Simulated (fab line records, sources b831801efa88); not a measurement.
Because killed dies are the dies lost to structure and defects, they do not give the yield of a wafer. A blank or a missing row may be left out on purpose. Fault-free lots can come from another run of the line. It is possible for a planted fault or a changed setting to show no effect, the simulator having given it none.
Which tool was responsible? ; flow sky130 ; Sampling: 11 lots, 32 wafers, 7 of 708 route steps

## WHAT EACH GAUGE READ, for each wafer
SKY_VIA2_OVL_MEAS_13. Usual: VIA2_OVL gives 3 nm (standard deviation 5.9).
lot;measured;on;VIA2_OVL (nm);flag
L469;day 36 19:35;overlay-01;2 9 10;
L470;day 37 18:11;overlay-01;-4 -9 -5;
L473;day 38 05:31;overlay-02;5 0 7;
L476;day 39 03:46;overlay-02;4 5 1;
L479;day 40 06:50;overlay-02;5 3 10;
L480;day 40 07:27;overlay-02;7 8 14;
L481;day 40 12:11;overlay-02;4 -7 2;
L482;day 40 23:53;overlay-02;-12 -3 3;
L484;day 41 14:06;overlay-02;9 9 9;
L483;day 41 16:32;overlay-02;5 7 1;
L487;day 42 11:47;overlay-02;1 -1;

SKY_CAPM_RS_MEAS_03: the measuring method here is four-point-probe. Usual: CAPM_TIN_RS gives 6.92 ohm/sq (standard deviation 0.081).
lot;measured;on;CAPM_TIN_RS (ohm/sq);flag
L469;day 36 21:34;film-metro-02;6.89 6.93 6.91;
L470;day 37 20:09;film-metro-01;6.87 6.96 6.83;
L473;day 38 07:18;film-metro-01;6.90 6.86 6.88;
L476;day 39 05:37;film-metro-01;6.91 6.88 7.01;
L479;day 40 08:36;film-metro-02;6.85 6.89 6.96;
L480;day 40 09:13;film-metro-01;7.07 7.03 7.07;
L481;day 40 13:57;film-metro-03;6.86 6.83 6.78;
L482;day 41 01:52;film-metro-03;6.97 7.03 7.10;
L484;day 41 15:55;film-metro-02;6.93 9.15 7.04;OFF
L483;day 41 18:44;film-metro-02;6.83 6.87 9.09;OFF
L487;day 42 13:41;film-metro-02;9.26 6.99;OFF

SKY_CAPM_THK_MEAS_04: measures by xrf. Usual: CAPM_TIN_THK gives 200.1 nm (standard deviation 2.5).
lot;measured;on;CAPM_TIN_THK (nm);flag
L469;day 36 21:41;film-metro-02;200.4 200.0 200.3;
L470;day 37 20:15;film-metro-01;202.1 199.1 202.5;
L473;day 38 07:24;film-metro-01;201.4 203.1 202.1;
L476;day 39 05:43;film-metro-01;201.4 201.8 198.3;
L479;day 40 08:43;film-metro-02;200.9 199.7 196.4;
L480;day 40 09:20;film-metro-01;197.1 197.7 196.8;
L481;day 40 14:04;film-metro-03;201.9 202.6 204.2;
L482;day 41 01:59;film-metro-03;199.4 196.9 196.1;
L484;day 41 16:02;film-metro-02;198.4 150.8 194.4;OFF
L483;day 41 18:51;film-metro-02;201.2 199.1 152.3;OFF
L487;day 42 13:47;film-metro-02;149.8 196.9;OFF

SKY_METAL3_CD_MEAS_13: the cd target is 300 nm. Usual: cd-nm at 300.1 nm, with a standard deviation of 1.3.
lot;measured;on;cd-nm (nm);flag
L469;day 39 00:55;cd-sem-01;300.1 299.7 299.7;
L470;day 39 22:21;cd-sem-02;299.6 299.5 299.6;
L473;day 40 08:48;cd-sem-02;298.5 298.4 299.9;
L476;day 41 07:42;cd-sem-01;298.7 298.6 297.5;
L479;day 42 08:58;cd-sem-01;300.8 301.5 300.3;
L480;day 42 10:07;cd-sem-02;300.8 298.9 302.0;
L481;day 42 14:04;cd-sem-01;299.5 300.6 301.3;
L482;day 43 02:19;cd-sem-01;299.1 299.0 300.1;
L484;day 43 15:28;cd-sem-01;299.5 299.4 298.5;
L483;day 43 17:40;cd-sem-01;300.4 301.7 302.1;
L487;day 44 12:11;cd-sem-01;300.1 300.4;

SKY_METAL4_CD_MEAS_13: the cd target is 300 nm. Usual: cd-nm at 300.1 nm, with a standard deviation of 1.5.
lot;measured;on;cd-nm (nm);flag
L469;day 42 05:43;cd-sem-02;302.2 302.5 301.1;
L470;day 43 03:34;cd-sem-01;298.3 299.5 299.1;
L473;day 43 12:58;cd-sem-02;300.0 301.3 301.2;
L476;day 44 09:50;cd-sem-02;301.2 301.1 300.9;
L479;day 45 08:05;cd-sem-01;300.8 301.7 300.8;
L480;day 45 10:37;cd-sem-02;298.9 299.9 297.9;
L481;day 45 13:52;cd-sem-02;298.3 298.7 300.1;
L482;day 46 00:13;cd-sem-02;302.0 301.9 301.2;
L484;day 46 11:41;cd-sem-01;299.4 300.1 298.9;
L483;day 46 14:19;cd-sem-01;300.8 302.6 300.7;
L487;day 47 07:17;cd-sem-02;298.2 298.4;

## WHAT TOOL EACH LOT RAN ON (gives the tool, then ch and the chambers of the sampled wafers, and finally the start)
lot;SKY_CAPM_SPUTTER_02;SKY_CAPM_METAL_ETCH_13
L469;pvd-sputter-01, day 36 21:28;rie-metal-01 ch 1, day 37 23:28
L470;pvd-sputter-02, day 37 20:00;rie-metal-01 ch 0,1, day 38 21:14
L473;pvd-sputter-01, day 38 07:09;rie-metal-03 ch 0,1, day 39 07:17
L476;pvd-sputter-01, day 39 05:29;rie-metal-03 ch 0,1, day 40 06:25
L479;pvd-sputter-02, day 40 08:29;rie-metal-02 ch 0,1, day 41 08:37
L480;pvd-sputter-01, day 40 09:06;rie-metal-03 ch 0,1, day 41 09:43
L481;pvd-sputter-02, day 40 13:51;rie-metal-02 ch 0,1, day 41 14:04
L482;pvd-sputter-01, day 41 01:46;rie-metal-01 ch 0,1, day 42 01:43
L484;pvd-sputter-01, day 41 15:48;rie-metal-03 ch 0,1, day 42 15:04
L483;pvd-sputter-01, day 41 18:37;rie-metal-03 ch 0,1, day 42 17:55
L487;pvd-sputter-01, day 42 13:33;rie-metal-01 ch 0, day 43 12:58
- SKY_CAPM_SPUTTER_02: material TiN, target thk 200 nm, time 166.7 s.
- SKY_CAPM_METAL_ETCH_13: etches TiN in Cl2/BCl3, stops on SiO2, target depth 220 nm, time 62.9 s.

## AS READ BY THE TOOLS THEMSELVES (means over the sampled wafers that have a number; for cases with no such wafer, the mark the record gives instead)
SKY_CAPM_SPUTTER_02. Usual: throttle-valve-pct at 30.1 %, with a standard deviation of 0.89.
lot;tool;throttle-valve-pct (%);flag
L469;pvd-sputter-01;30.6;
L470;pvd-sputter-02;30.5;
L473;pvd-sputter-01;30.0;
L476;pvd-sputter-01;30.4;
L479;pvd-sputter-02;29.7;
L480;pvd-sputter-01;30.2;
L481;pvd-sputter-02;29.2;
L482;pvd-sputter-01;30.6;
L484;pvd-sputter-01;30.7;
L483;pvd-sputter-01;30.3;
L487;pvd-sputter-01;30.2;

SKY_CAPM_METAL_ETCH_13. Usual: drypump-motor-current-A 5.9 A, standard deviation 0.47; oes-product-au 0.941 a.u., standard deviation 0.0083; throttle-valve-pct 21.903 %, standard deviation 0.0099.
lot;tool;drypump-motor-current-A (A);oes-product-au (a.u.);throttle-valve-pct (%);flag
L469;rie-metal-01;5.4;0.947;21.898;
L470;rie-metal-01;5.5;0.941;21.902;
L473;rie-metal-03;5.9;0.945;21.900;
L476;rie-metal-03;5.6;0.941;21.903;
L479;rie-metal-02;6.2;0.940;21.893;
L480;rie-metal-03;5.9;0.933;21.910;
L481;rie-metal-02;6.2;0.942;21.897;
L482;rie-metal-01;5.4;0.937;21.914;
L484;rie-metal-03;5.7;0.892;21.938;OFF
L483;rie-metal-03;5.6;0.900;21.934;OFF
L487;rie-metal-01;5.5;0.866;21.943;OFF

## THE ANSWER, worked out from the rows above alone
Rule: take the mean of a lot's wafers that have a number; if it is more than 3 standard deviations from the usual mean, the lot is off. Also off: a lot with no number at a reading for which 4 or more lots have one. The other lots that the step has rows for count as sound. Order of review: gauges by route order, followed by the tools' own readings, for which a lot's mean as printed above is used. The first step at which some lot is off is used, and at that step the reading that is off furthest; a lot without a number counts as furthest.
Off: at SKY_CAPM_RS_MEAS_03 (CAPM_TIN_RS), L484, L483, L487.
If a tool, at a process step before that reading, ran all the lots that are off and no sound lot after the first of them, it fits. The gauges at SKY_CAPM_RS_MEAS_03 aren't tried: what is off there is off at SKY_CAPM_METAL_ETCH_13 too, on other tools, and a gauge's error can't cause that. One candidate fits, namely pvd-sputter-01 at SKY_CAPM_SPUTTER_02. Its last sound lot is L482 (day 41 01:46), its first lot that is off L484 (day 41 15:48): a fault that began between those two fits.

## WHAT THE SIMULATOR HAD PUT IN
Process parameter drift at SKY_CAPM_SPUTTER_02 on pvd-sputter-01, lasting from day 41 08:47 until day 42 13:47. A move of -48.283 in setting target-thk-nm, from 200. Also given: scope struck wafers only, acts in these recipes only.
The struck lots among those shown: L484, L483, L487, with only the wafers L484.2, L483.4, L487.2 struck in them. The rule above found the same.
